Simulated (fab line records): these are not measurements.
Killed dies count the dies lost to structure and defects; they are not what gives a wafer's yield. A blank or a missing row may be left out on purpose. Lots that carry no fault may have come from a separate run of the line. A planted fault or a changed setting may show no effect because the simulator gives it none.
A struck lot beside a sound one    flow sky130    43 out of 708 route steps
Sound: the wafers L855.2, L855.5, L855.6. The struck wafers were L864.2, L864.3, L864.5. The cause is given at the end.
Per side, at each step with rows, come the tool, then ch with its chambers, and then its first start. Under that, the readings that differ: sound wafers    struck wafers    difference of the means    sigmas: that difference in standard deviations of wafers without a fault.
alike: readings whose means differ by less than 2 such deviations, and words and numbers that are the same on both sides. not compared: withheld readings, readings that some wafer has no value for, bounds like >300 that may hide the same value, and numbers for which the record gives no deviation and whose values overlap.
The two part at a step that has a row with sigmas, a row that says differs or no value, or rows on one side only. Non-overlapping numbers with no deviation appear without sigmas and do not part them. Lack of a reading on every wafer of one side parts them only where that side has two or more wafers.

SKY_VT_ADJUST_PCH_TW_MEAS_10:
  struck on film_metro-02, day 13 11:56; sound on film_metro-02, day 10 16:45
  alike: VT_ADJUST_PCH_TW
then, 7 steps without rows for these wafers: SKY_SONOS_TUNNEL_DEHYDRATE_00 (time 60 s); SKY_SONOS_TUNNEL_HMDS_01 (prime time 60 s); SKY_SONOS_TUNNEL_COAT_02 (resist thk 1124 nm); SKY_SONOS_TUNNEL_SOFTBAKE_03 (time 60 s); SKY_SONOS_TUNNEL_EXPOSE_04 (exposes mask TUNM, target cd 410 nm); SKY_SONOS_TUNNEL_PEB_05; SKY_SONOS_TUNNEL_DEVELOP_06 (develop time 60 s).
SKY_SONOS_TUNNEL_CD_MEAS_07 targets a cd of 410 nm.
  struck on cd_sem-01, day 14 13:01; sound on cd_sem-01, day 11 15:13
  alike: cd_nm
SKY_SONOS_TUNNEL_OVL_MEAS_08:
  struck on overlay-02, day 14 13:07; sound on overlay-02, day 11 15:19
  alike: SONOS_TUNNEL_OVL
then, 2 steps without rows for these wafers: SKY_SONOS_TUNNEL_IMPLANT_09; SKY_SONOS_TUNNEL_WET_ETCH_10 (etches SiO2 in dHF, target depth 14 nm, time 280 s).
SKY_SONOS_TUNNEL_STRIP_11: strips in SPM, time 600 s.
  sound on wet_bench-02 ch 0, day 11 15:35; struck on wet_bench-02 ch 3, day 14 13:23
  alike: temp_c
SKY_SONOS_TUNNEL_TW_MEAS_12:
  struck on film_metro-04, day 14 13:35; sound on film_metro-01, day 11 15:46
reading          sound              struck             difference  sigmas
SONOS_TUNNEL_TW  200.3 199.9 199.0  197.8 197.0 197.0  -2.5        -2
then, 2 steps without rows for these wafers: SKY_SONOS_TUNNEL_CLEAN_13 (cleans in dHF, time 20 s); SKY_SONOS_ONO_OXIDATION_00 (stabilise 600 s, purge 300 s, target thk 2.6 nm).
SKY_SONOS_ONO_THK_MEAS_01:
  struck on film_metro-03, day 14 18:21; sound on film_metro-01, day 11 19:13
  alike: SONOS_ONO_OXIDATION_THK
then, 1 step without rows for these wafers: SKY_SONOS_ONO_CVD_02 (deposits Si3N4 from DCS/NH3, target thk 10.5 nm, time 180 s).
SKY_SONOS_ONO_THK_MEAS_03:
  struck on film_metro-01, day 14 20:34; sound on film_metro-03, day 11 23:23
  alike: SONOS_ONO_CVD_02_THK
then, 1 step without rows for these wafers: SKY_SONOS_ONO_CVD_04 (deposits SiO2 from SiH4/N2O, target thk 5.7199 nm).
SKY_SONOS_ONO_THK_MEAS_05:
  struck on film_metro-01, day 14 21:53; sound on film_metro-04, day 12 00:42
  alike: SONOS_ONO_CVD_04_THK
then, 7 steps without rows for these wafers: SKY_SONOS_ONO_DEHYDRATE_06 (time 60 s); SKY_SONOS_ONO_HMDS_07 (prime time 60 s); SKY_SONOS_ONO_COAT_08 (resist thk 1140 nm); SKY_SONOS_ONO_SOFTBAKE_09 (time 60 s); SKY_SONOS_ONO_EXPOSE_10 (exposes mask ONOM, target cd 410 nm); SKY_SONOS_ONO_PEB_11; SKY_SONOS_ONO_DEVELOP_12 (develop time 60 s).
SKY_SONOS_ONO_CD_MEAS_13 targets a cd of 410 nm.
  struck on cd_sem-02, day 16 00:48; sound on cd_sem-02, day 13 01:24
reading     sound              struck             difference  sigmas
cd_nm (nm)  406.5 407.8 405.4  411.2 410.6 413.9  +5.3        +2
SKY_SONOS_ONO_OVL_MEAS_14:
  struck on overlay-02, day 16 00:55; sound on overlay-02, day 13 01:31
  alike: SONOS_ONO_OVL
SKY_SONOS_ONO_ETCH_15: etches the open film in CHF3/O2, target depth 19.52 nm, time 7.8 s.
  sound on rie_diel-01 ch 0,3, day 13 01:32; struck on rie_diel-03 ch 2,3, day 16 00:56
reading                sound              struck             difference  sigmas
chf3_flow_sccm (sccm)  50.10 50.31 50.22  49.82 49.89 49.76  -0.39       -2
  alike: bias_w, drypump_motor_current_A, oes_product_au, throttle_valve_pct
  not compared: rf_hours_counter_h
then, 1 step without rows for these wafers: SKY_SONOS_ONO_WET_ETCH_16 (etches SiO2 in dHF, target depth 14 nm, time 280 s).
SKY_SONOS_ONO_STRIP_17: strips in O2/N2.
  sound on plasma_asher-01 ch 0,1, day 13 01:39; struck on plasma_asher-03 ch 0,1, day 16 01:03
  alike: drypump_motor_current_A, oes_product_au, strip_time_to_endpoint_s
  not compared: rf_hours_counter_h
then, 3 steps without rows for these wafers: SKY_SONOS_ONO_WET_ETCH_18 (etches Si3N4 in H3PO4, target depth 15 nm, time 172 s); SKY_GATE_OXIDE_CLEAN_00 (cleans in SC1/SC2, time 150 s); SKY_GATE_OXIDE_OXIDATION_01 (stabilise 600 s, purge 300 s, target thk 10.268 nm).
SKY_GATE_OXIDE_THK_MEAS_02:
  struck on film_metro-02, day 16 03:20; sound on film_metro-03, day 13 03:17
  alike: GATE_OXIDE_OXIDATION_00_THK
then, 5 steps without rows for these wafers: SKY_GATE_OXIDE_DEHYDRATE_03 (time 60 s); SKY_GATE_OXIDE_HMDS_04 (prime time 60 s); SKY_GATE_OXIDE_COAT_05 (resist thk 1140 nm); SKY_GATE_OXIDE_SOFTBAKE_06 (time 60 s); SKY_GATE_OXIDE_EXPOSE_07 (exposes mask LVOM, target cd 600 nm).
-- here the record skips 32 days between the struck wafers' starts before and after, leaving off in module GATE_OXIDE and picking up in module PAD_OPEN (first step shown: number 708 of the route) --
SKY_PAD_OPEN_PROBE_99:
  struck on prober-01, day 48 08:11; sound on prober-01, day 46 00:20
reading              sound     struck                                                                      difference                    sigmas
hold                 - - -     await_dispo/3.0h/release await_dispo/3.0h/release await_dispo/3.0h/release  no value on the sound wafers  
killed_at_front_end  17 13 12  57 59 58                                                                    +44                           +11
killed_dies          88 76 82  130 109 145                                                                 +46                           +5
  alike: killed_at_M0_to_M3, killed_at_M4_up, killed_at_contacts, killed_at_other, killed_open, killed_short

## WHERE THEY PART
First at SKY_SONOS_TUNNEL_TW_MEAS_12; last, within this record, at SKY_PAD_OPEN_PROBE_99.

WHY: what the simulator had put in
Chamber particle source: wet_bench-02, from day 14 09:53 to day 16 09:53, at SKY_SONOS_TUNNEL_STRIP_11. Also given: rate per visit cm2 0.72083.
